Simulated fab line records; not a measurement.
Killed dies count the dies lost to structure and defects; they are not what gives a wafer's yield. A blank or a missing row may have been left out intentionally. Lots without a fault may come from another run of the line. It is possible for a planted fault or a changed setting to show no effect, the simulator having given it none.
Problem report, 8D (eight disciplines) form, completed by code :: flow sky130 :: the parts of the form that need people (team, actions taken, sign-off) are left out

## 1. THE PROBLEM
cd_nm at SKY_SD_P_CD_MEAS_07 reads a mean of 290.7 nm on 9 wafers of 3 lots; wafers without a fault read 379.0 nm with a standard deviation of 2.9. Relative to the usual mean, that is a shift of -30 standard deviations.
The step: target cd 380 nm.
First observed at day 31 09:56: wafer L757.1, on cd_sem-01. The record holds 45 wafers of 15 lots with a number at this step. By rule, "out" or "out of limits" means more than 4 standard deviations away from the usual mean. All remaining wafers that have a number are taken as sound.

## 2. WHAT THIS IS AND IS NOT
question: which readings at this step
is: cd_nm
is not: -

question: which lots
is: L757, L759, L762
is not: L743, L745, L746, L747, L748, L749, L750, L751, L752, L753, L763, L764

question: which wafers of those lots
is: all that have a number
is not: -

question: read on which gauges
is: cd_sem-01
is not: cd_sem-02

question: when
is: from day 31 09:56
is not: up to then (30 sound wafers); but 6 sound wafers of L763, L764 came after

## 3. WHAT RULES OUT EACH SUSPECT
Counting: any tool at a process step up to the reading is kept as a suspect provided that every lot that is out went through it and no sound lot did after the first of them.
- the gauge at SKY_SD_P_CD_MEAS_07: kept. All the wafers that are out were read on cd_sem-01, and no step on other tools shows them out.
- litho_track-03 at SKY_SD_P_DEVELOP_06 (develop time 60 s): kept. All lots that are out passed through it, beginning with L757 at day 31 09:47, and no sound lot followed; its final sound lot before that point was L751 at day 28 11:05.
What counting leaves: litho_track-03 at SKY_SD_P_DEVELOP_06 and cd_sem-01 at SKY_SD_P_CD_MEAS_07.

## 4. THE CAUSE (what the simulator had put in)
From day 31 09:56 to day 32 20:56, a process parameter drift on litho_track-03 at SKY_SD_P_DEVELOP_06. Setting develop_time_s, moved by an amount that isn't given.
Of the 2 suspects that counting leaves, this tool is one.

## 5. THE EFFECT CHAIN, in route order
Rows list readings where the struck wafers' mean (over those with a number) sits beyond 3 standard deviations from the usual. Scope: only readings with a usual standard deviation given in the record; hours: median across lots of the time from each lot's start at the first step in this table that gives one to its start at this step; sigmas: change in usual standard deviations.
hours: 0
step: SKY_SD_P_CD_MEAS_07
reading: cd_nm
usual: 379.0 nm
on struck wafers: 290.7
change: -88.3
sigmas: -30

## 6. WHAT WOULD HAVE CAUGHT IT SOONER
In this record the first reading out of limits at a measuring or inspecting step was taken at day 31 09:56, 0 hours after the fault began at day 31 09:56.
Of the lots that are out (3), L759, L762 began SKY_SD_P_DEVELOP_06 on litho_track-03 after day 31 09:56. A hold on the tool at that time would have spared those 2.
